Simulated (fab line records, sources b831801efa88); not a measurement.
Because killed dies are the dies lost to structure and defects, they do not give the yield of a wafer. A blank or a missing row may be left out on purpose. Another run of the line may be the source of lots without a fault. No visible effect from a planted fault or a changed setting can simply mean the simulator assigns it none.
fab line records	flow sfq_line
record: lots: 7	wafers: 21	last_day: 76
route steps=325 shown I6@274 M7@281
lots untouched by any fault: they come from a run of this same line in which no faults occurred
start_h: start of the lot's first displayed wafer, in hours after the record's first day	wait_h: hours since the lot's step before	" repeats the value in the row above	L1.1+2: several wafers, shown together as one row	- no value, or no start given	* or withheld: withheld	< > ~ a bound
route shown NAME@n: a module of which the file shows steps, and the number in the route of the first	usual: mean/standard deviation of fault-free wafers	same: alike in all rows	chamber/n: place in a boat	sites: readings site by site	_std_site: standard deviation of those values	_edge_site: outer sites' mean less inner sites'	radius_mm: how far each site lies from the wafer's centre	mask NAME#n: copy n	behind: the last tool/chamber to shape the wafer	hold: why the lot was held/for how many hours/how that ended	device: names the non-switching transistor (n, p or np)	end of line: tests run on the same wafers once the route is complete	a step with no rows: only its recipe	killed: count of dies lost to structure and defects at first sort (not the wafer's yield)	map: a wafer's dies, marking killed ones x, the rest . and places with no die _
set.NAME: the setting as run; set.NAME@STEP: as run at that earlier step	model.NAME: the simulator's own value behind a step, which no gauge read
certain route steps with their lots: each step a table, each wafer a row
services: from which hour (start_h, from the record's first day; less than 0 if before it) a tool's chamber was out of use, for how many hours, and why
== steps ==
step: SFQ_TRILAYER_I6_VIA_LITHO_PEB_172
recipe: peb_temp_c: 115	peb_time_s: 60	resist: KrF
step: SFQ_TRILAYER_I6_VIA_LITHO_DEVELOP_171
recipe: time_s: 60	resist: KrF
step: SFQ_I6_OVL_MEAS_942
usual: I6_OVL: -3/6.7
lot.wafer	tool	chamber	start_h	wait_h	I6_OVL[nm]
L233.1	overlay-02	-	1504.33	0.1	-8
L233.3	"	-	"	"	-10
L233.5	"	-	"	"	-7
L243.3	overlay-02	-	1583.54	0.1	-18
L243.4	"	-	"	"	0
L243.5	"	-	"	"	-12
L244.1	overlay-02	-	1591.93	0.1	1
L244.3	"	-	"	"	1
L244.4	"	-	"	"	-5
L245.1	overlay-01	-	1595.08	0.1	-4
L245.3	"	-	"	"	0
L245.5	"	-	"	"	-1
L249.1	overlay-01	-	1622.05	0.1	9
L249.2	"	-	"	"	7
L249.4	"	-	"	"	10
L251.3	overlay-01	-	1638.86	0.1	3
L251.4	"	-	"	"	-1
L251.6	"	-	"	"	1
L253.2	overlay-02	-	1648.46	0.1	15
L253.3	"	-	"	"	-2
L253.6	"	-	"	"	8
step: SFQ_TRILAYER_I6_VIA_BARC_OPEN_VIA_ETCH_235
recipe: mask_material: PR	chemistry: O2	target_depth_nm: 125	target: BARC	source_w: 500	bias_w: 80	pressure_mtorr: 30	time_s: 41.7
usual: drypump_motor_current_A: 5.87/0.22	oes_product_au: 0.686/0.0046
lot.wafer	tool	chamber	start_h	wait_h	drypump_motor_current_A	oes_product_au	rf_hours_counter_h
L233.1	rie_diel-04	2	1504.36	0.0	5.85	0.683	8
L233.3	"	1	"	"	5.80	0.671	18
L233.5	"	3	"	"	5.84	0.682	-
L243.3	rie_diel-03	1	1583.56	0.0	6.09	0.688	15
L243.4	"	0	"	"	6.00	0.688	21
L243.5	"	3	"	"	5.24	0.679	-
L244.1	rie_diel-02	2	1591.96	0.0	6.12	0.686	26
L244.3	"	3	"	"	5.76	0.697	26
L244.4	"	0	"	"	5.99	0.691	-
L245.1	rie_diel-04	0	1595.11	0.0	5.72	0.687	18
L245.3	"	2	"	"	5.86	0.688	10
L245.5	"	1	"	"	5.80	0.683	-
L249.1	rie_diel-03	1	1622.09	0.0	6.09	0.683	16
L249.2	"	3	"	"	5.24	0.683	20
L249.4	"	2	"	"	5.92	0.683	0
L251.3	rie_diel-02	0	1638.89	0.0	6.01	0.682	17
L251.4	"	3	"	"	5.79	0.689	-
L251.6	"	0	"	"	6.01	0.686	-
L253.2	rie_diel-03	1	1648.49	0.0	6.12	0.689	16
L253.3	"	3	"	"	5.22	0.683	21
L253.6	"	1	"	"	6.15	0.686	-
step: SFQ_TRILAYER_I6_VIA_ETCH_VIA_ETCH_172
recipe: target: SiO2	stop_on: Nb	mask_material: PR	taper_deg: 20	chemistry: CHF3	target_depth_nm: 260	source_w: 500	bias_w: 80	pressure_mtorr: 30	time_s: withheld
step: SFQ_TRILAYER_I6_VIA_STRIP_STRIP_173
recipe: gas: O2	power_w: 200	platen_temp_c: 40	overash_fraction: 0.65	chemistry: O2	pressure_mtorr: 50
usual: drypump_motor_current_A: 5.8/0.37	oes_product_au: 1.005/0.015
lot.wafer	tool	chamber	start_h	wait_h	drypump_motor_current_A	oes_product_au	rf_hours_counter_h
L233.1	rie_metal-04	1	1504.52	-	5.8	1.014	164
L233.3	"	1	"	"	5.9	1.019	-
L233.5	"	1	"	"	5.8	1.019	-
L243.3	rie_metal-02	0	1583.92	-	6.3	1.005	-
L243.4	"	1	"	"	5.6	1.003	-
L243.5	"	1	"	"	5.6	1.006	-
L244.1	rie_metal-01	0	1592.12	-	5.0	0.989	104
L244.3	"	1	"	"	5.8	0.998	-
L244.4	"	0	"	"	5.0	0.990	-
L245.1	rie_metal-02	0	1595.27	-	6.3	1.000	70
L245.3	"	0	"	"	6.3	0.997	-
L245.5	"	0	"	"	6.3	1.001	-
L249.1	rie_metal-04	0	1622.24	-	6.0	1.017	18
L249.2	"	1	"	"	5.9	0.999	5
L249.4	"	1	"	"	5.8	0.996	-
L251.3	rie_metal-04	1	1639.24	-	5.8	0.987	-
L251.4	"	0	"	"	6.0	1.016	-
L251.6	"	0	"	"	6.0	1.023	-
L253.2	rie_metal-01	0	1648.64	-	5.0	0.990	113
L253.3	"	1	"	"	5.9	1.022	-
L253.6	"	1	"	"	5.8	1.008	-
step: SFQ_TRILAYER_I6_VIA_STRIP_SOLV_CLEAN_174
recipe: chemistry: NMP	temp_c: 70	time_s: 600
step: SFQ_TRILAYER_M7_DEP_PRE_CLEAN_176
recipe: gas: Ar	time_s: 22.5	bias_v: 250
step: SFQ_TRILAYER_M7_DEP_SPUTTER_175
recipe: material: Nb	base_pressure_pa: 1.33e-06	chamber_pressure_pa: 0.1333	substrate_temp_c: 20	target_thk_nm: 200	power_w: 2000	time_s: 133.3
usual: base_pressure_pa: 1.31e-06/7.2e-08	throttle_valve_pct: 29.9/0.8
lot.wafer	tool	chamber	start_h	wait_h	base_pressure_pa	throttle_valve_pct
L233.1	pvd_sputter-03	-	1505.94	0.0	1.4e-06	29.9
L233.3	"	-	"	"	1.36e-06	30.0
L233.5	"	-	"	"	1.27e-06	30.2
L243.3	pvd_sputter-03	-	1584.52	0.0	1.37e-06	30.1
L243.4	"	-	"	"	1.37e-06	30.0
L243.5	"	-	"	"	1.41e-06	29.9
L244.1	pvd_sputter-03	-	1592.92	0.0	1.45e-06	30.1
L244.3	"	-	"	"	1.26e-06	30.2
L244.4	"	-	"	"	1.28e-06	29.1
L245.1	pvd_sputter-05	-	1596.07	0.0	1.47e-06	30.9
L245.3	"	-	"	"	1.31e-06	29.7
L245.5	"	-	"	"	1.23e-06	31.1
L249.1	pvd_sputter-03	-	1623.05	0.0	1.33e-06	29.9
L249.2	"	-	"	"	1.38e-06	28.9
L249.4	"	-	"	"	1.34e-06	30.1
L251.3	pvd_sputter-06	-	1639.86	0.0	1.15e-06	28.9
L251.4	"	-	"	"	1.23e-06	30.4
L251.6	"	-	"	"	1.36e-06	29.2
L253.2	pvd_sputter-05	-	1649.46	0.0	1.38e-06	28.2
L253.3	"	-	"	"	1.29e-06	31.0
L253.6	"	-	"	"	1.35e-06	31.1
step: SFQ_M7_RS_MEAS_943
recipe: thk_meas_gauge: four-point-probe	reads: Nb_of_TRILAYER_M7_DEP_SPUTTER_175
usual: M7_NB_RS: 0.889/0.0099
lot.wafer	tool	chamber	start_h	wait_h	M7_NB_RS[ohm/sq]
L233.1	film_metro-02	-	1506.03	0.0	0.901
L233.3	"	-	"	"	0.883
L233.5	"	-	"	"	0.900
L243.3	film_metro-03	-	1584.65	0.1	0.896
L243.4	"	-	"	"	0.904
L243.5	"	-	"	"	0.886
L244.1	film_metro-02	-	1593.01	0.0	0.897
L244.3	"	-	"	"	0.881
L244.4	"	-	"	"	0.881
L245.1	film_metro-02	-	1596.16	0.0	0.884
L245.3	"	-	"	"	0.891
L245.5	"	-	"	"	0.891
L249.1	film_metro-02	-	1623.14	0.0	0.894
L249.2	"	-	"	"	0.889
L249.4	"	-	"	"	0.896
L251.3	film_metro-04	-	1639.99	0.1	0.886
L251.4	"	-	"	"	0.891
L251.6	"	-	"	"	0.881
L253.2	film_metro-02	-	1649.57	0.1	0.896
L253.3	"	-	"	"	0.890
L253.6	"	-	"	"	0.885
step: SFQ_TRILAYER_M7_LITHO_COAT_182
recipe: resist: BARC	spin_rpm: 3000	resist_thk_nm: 62
step: SFQ_TRILAYER_M7_LITHO_COAT_177
recipe: resist: KrF	spin_rpm: 3000	resist_thk_nm: 600
usual: resist_line_temp_C: 22.98/0.11	spin_speed_rpm: 3000.2/2
lot.wafer	tool	chamber	start_h	wait_h	resist_line_temp_C	spin_speed_rpm	model.KrF_of_TRILAYER_M7_LITHO_COAT_177.thk_nm
L233.1	litho_track-04	0	1506.51	0.2	23.04	2999.1	602.4
L233.3	"	0	"	"	22.88	3002.8	601.7
L233.5	"	0	"	"	22.97	3000.3	601.6
L243.3	litho_track-02	0	1585.19	0.2	22.83	2592.1	644.1
L243.4	"	0	"	"	22.97	2593.8	644.3
L243.5	"	0	"	"	23.00	2594.0	643.3
L244.1	litho_track-02	0	1593.49	0.2	23.09	2592.5	644.3
L244.3	"	0	"	"	23.02	2593.2	646.5
L244.4	"	0	"	"	23.05	2595.2	648.1
L245.1	litho_track-02	0	1596.64	0.2	22.95	2595.0	645.8
L245.3	"	0	"	"	22.99	2592.4	645.5
L245.5	"	0	"	"	22.96	2592.3	645
L249.1	litho_track-01	0	1623.62	0.2	22.91	2997.4	602.1
L249.2	"	0	"	"	23.07	2997.1	600.7
L249.4	"	0	"	"	23.02	3002.4	600.8
L251.3	litho_track-04	0	1640.53	0.2	22.83	2996.4	601.4
L251.4	"	0	"	"	22.91	2997.8	601.9
L251.6	"	0	"	"	22.81	2996.8	601.1
L253.2	litho_track-02	0	1650.08	0.2	23.09	2998.2	600.9
L253.3	"	0	"	"	23.02	3001.0	600.9
L253.6	"	0	"	"	22.95	3000.1	600.2
step: SFQ_TRILAYER_M7_LITHO_SOFTBAKE_181
recipe: temp_c: withheld	time_s: withheld	resist: KrF
step: SFQ_TRILAYER_M7_LITHO_EXPOSE_178
recipe: mask_id: M7	na: 0.6	source_shape: conventional	sigma_outer: 0.65	target_cd_nm: 500	dose_mj: 14.4
step: SFQ_TRILAYER_M7_LITHO_PEB_180
recipe: peb_temp_c: 115	peb_time_s: 60	resist: KrF
step: SFQ_TRILAYER_M7_LITHO_DEVELOP_179
recipe: time_s: 60	resist: KrF
step: SFQ_M7_OVL_MEAS_945
usual: M7_OVL: 3/5.4
lot.wafer	tool	chamber	start_h	wait_h	M7_OVL[nm]
L233.1	overlay-01	-	1546.38	0.1	7
L233.3	"	-	"	"	4
L233.5	"	-	"	"	4
L243.3	overlay-02	-	1615.20	0.1	1
L243.4	"	-	"	"	9
L243.5	"	-	"	"	3
L244.1	overlay-02	-	1621.19	0.1	-7
L244.3	"	-	"	"	-4
L244.4	"	-	"	"	-2
L245.1	overlay-02	-	1623.59	0.1	1
L245.3	"	-	"	"	1
L245.5	"	-	"	"	2
L249.1	overlay-01	-	1646.89	0.1	6
L249.2	"	-	"	"	0
L249.4	"	-	"	"	3
L251.3	overlay-02	-	1662.30	0.1	8
L251.4	"	-	"	"	10
L251.6	"	-	"	"	9
L253.2	overlay-02	-	1669.49	0.1	6
L253.3	"	-	"	"	3
L253.6	"	-	"	"	5
step: SFQ_TRILAYER_M7_BARC_OPEN_METAL_ETCH_229
recipe: mask_material: PR	chemistry: O2	target_depth_nm: 125	target: BARC	icp_w: 600	bias_w: 80	pressure_mtorr: 10	time_s: 41.7
usual: drypump_motor_current_A: 5.6/0.47	oes_product_au: 0.686/0.0045
lot.wafer	tool	chamber	start_h	wait_h	drypump_motor_current_A	oes_product_au	rf_hours_counter_h
L233.1	rie_metal-01	0	1546.42	0.0	5.0	0.685	95
L233.3	"	1	"	"	5.9	0.689	-
L233.5	"	1	"	"	5.8	0.691	-
L243.3	rie_metal-03	0	1615.25	0.0	5.1	0.692	-
L243.4	"	1	"	"	5.3	0.687	-
L243.5	"	0	"	"	5.1	0.689	-
L244.1	rie_metal-02	0	1621.23	0.0	6.4	0.684	74
L244.3	"	1	"	"	5.6	0.683	-
L244.4	"	0	"	"	6.3	0.685	-
L245.1	rie_metal-02	1	1623.63	0.0	5.6	0.688	92
L245.3	"	0	"	"	6.4	0.677	-
L245.5	"	0	"	"	6.4	0.689	-
L249.1	rie_metal-01	0	1646.92	0.0	5.0	0.682	113
L249.2	"	1	"	"	5.8	0.680	105
L249.4	"	0	"	"	5.0	0.684	-
L251.3	rie_metal-03	0	1662.34	0.0	5.1	0.690	-
L251.4	"	1	"	"	5.3	0.691	-
L251.6	"	1	"	"	5.3	0.684	-
L253.2	rie_metal-01	0	1669.52	0.0	5.0	0.689	116
L253.3	"	0	"	"	5.0	0.680	-
L253.6	"	1	"	"	5.9	0.680	-
step: SFQ_TRILAYER_M7_ETCH_METAL_ETCH_180
recipe: target: Nb	stop_on: SiO2	mask_material: PR	chemistry: Cl2/Ar	target_depth_nm: 240	icp_w: 600	bias_w: 80	pressure_mtorr: 10	time_s: 120
usual: drypump_motor_current_A: 5.6/0.47	oes_product_au: 0.895/0.0075
lot.wafer	tool	chamber	start_h	wait_h	drypump_motor_current_A	oes_product_au	rf_hours_counter_h	model.KrF_of_TRILAYER_M7_LITHO_COAT_177.thk_nm
L233.1	rie_metal-01	0	1546.48	0.0	5.0	0.890	95	384.5
L233.3	"	1	"	"	5.8	0.898	-	389.1
L233.5	"	1	"	"	5.8	0.890	-	388.1
L243.3	rie_metal-03	0	1615.33	0.1	5.1	0.885	-	421.6
L243.4	"	1	"	"	5.3	0.883	-	424
L243.5	"	0	"	"	5.1	0.891	-	422.6
L244.1	rie_metal-02	0	1621.29	0.0	6.4	0.887	74	424.9
L244.3	"	1	"	"	5.6	0.906	-	428.5
L244.4	"	0	"	"	6.3	0.904	-	428
L245.1	rie_metal-02	1	1623.69	0.0	5.6	0.899	92	428.3
L245.3	"	0	"	"	6.4	0.894	-	424.8
L245.5	"	0	"	"	6.3	0.896	-	425.1
L249.1	rie_metal-01	0	1646.98	0.0	5.0	0.901	113	385.1
L249.2	"	1	"	"	5.8	0.906	105	379.1
L249.4	"	0	"	"	5.0	0.893	-	387.2
L251.3	rie_metal-03	0	1662.42	0.1	5.1	0.895	-	381.1
L251.4	"	1	"	"	5.3	0.888	-	380.8
L251.6	"	1	"	"	5.3	0.901	-	380.7
L253.2	rie_metal-01	0	1669.58	0.0	5.0	0.889	116	387.8
L253.3	"	0	"	"	5.0	0.893	-	385.1
L253.6	"	1	"	"	5.8	0.892	-	381.7
step: SFQ_TRILAYER_M7_STRIP_STRIP_181
recipe: gas: O2	power_w: 200	platen_temp_c: 40	overash_fraction: 0.65	chemistry: O2	pressure_mtorr: 50
usual: drypump_motor_current_A: 5.6/0.47	oes_product_au: 1.004/0.0098
lot.wafer	tool	chamber	start_h	wait_h	drypump_motor_current_A	oes_product_au	rf_hours_counter_h
L233.1	rie_metal-01	0	1546.60	0.1	5.0	0.994	95
L233.3	"	1	"	"	5.9	0.981	-
L233.5	"	1	"	"	5.8	0.988	-
L243.3	rie_metal-03	0	1615.61	0.2	5.1	1.009	-
L243.4	"	1	"	"	5.3	1.007	-
L243.5	"	0	"	"	5.1	1.016	-
L244.1	rie_metal-02	0	1621.41	0.1	6.4	1.007	74
L244.3	"	1	"	"	5.6	1.013	-
L244.4	"	0	"	"	6.4	1.011	-
L245.1	rie_metal-02	1	1623.81	0.1	5.6	0.998	92
L245.3	"	0	"	"	6.3	1.011	-
L245.5	"	0	"	"	6.3	1.004	-
L249.1	rie_metal-01	0	1647.11	0.1	5.0	0.998	113
L249.2	"	1	"	"	5.8	0.996	105
L249.4	"	0	"	"	5.0	0.995	-
L251.3	rie_metal-03	0	1662.71	0.2	5.1	1.008	-
L251.4	"	1	"	"	5.3	1.007	-
L251.6	"	1	"	"	5.3	1.005	-
L253.2	rie_metal-01	0	1669.71	0.1	5.0	0.989	117
L253.3	"	0	"	"	5.0	0.985	-
L253.6	"	1	"	"	5.8	1.006	-
== services ==
tool	chamber	start_h	hours	kind
rie_diel-04	0	1485.56	4.5	repair
rie_diel-02	2	1487.77	4.2	repair
rie_metal-01	0	1498.51	3.3	repair
rie_metal-03	1	1507.66	5.6	repair
rie_metal-01	-	1513.11	5.3	repair
pvd_sputter-03	-	1514.68	4.7	repair
rie_diel-03	-	1547.12	0.4	repair
rie_metal-04	-	1551.32	14.6	pm
rie_diel-02	1	1553.43	72.4	repair
rie_metal-02	-	1561.17	1.3	repair
rie_metal-01	-	1569.53	2.8	pm
rie_metal-04	-	1571.22	1.4	pm
rie_metal-03	0	1588.09	4.3	repair
rie_metal-03	1	1588.18	6.6	repair
rie_metal-03	-	1592.42	1.4	pm
pvd_sputter-03	-	1612.69	6.9	repair
rie_metal-02	-	1632.57	2.8	pm
rie_diel-02	-	1635.43	0.9	repair
rie_metal-03	-	1636.12	0.2	repair
rie_metal-01	1	1657.75	1.2	repair
rie_metal-04	1	1661.55	25.4	repair
rie_diel-04	2	1665.63	2.2	repair
rie_diel-02	2	1666.23	10.3	repair
rie_metal-04	-	1666.38	0.6	repair
== key ==
first_sign: step: SFQ_TRILAYER_M7_LITHO_COAT_177	reading: spin_speed_rpm	direction: down	sigmas: 99+	usual: 3000.2	struck: 2593.4
effect none on later readings
model_effect: step: SFQ_TRILAYER_M7_LITHO_COAT_177	value: KrF_of_TRILAYER_M7_LITHO_COAT_177.thk_nm	without: 600	struck: 645.2
model_effect: step: SFQ_TRILAYER_M7_ETCH_METAL_ETCH_180	value: KrF_of_TRILAYER_M7_LITHO_COAT_177.thk_nm	without: 380.1	struck: 425.3
met_at SFQ_TRILAYER_M7_LITHO_COAT_177
struck_wafers L243.3,L243.4,L243.5,L244.1,L244.3,L244.4,L245.1,L245.3,L245.5
fault: kind: process_parameter_drift	tool: litho_track-02	chamber: -	onset_h: 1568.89	steps: SFQ_TRILAYER_M7_LITHO_COAT_177	channel: spin_rpm	offset: -406.04	shape: step	end_h: 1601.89	acts_in: these_recipes_only	stated: 3000
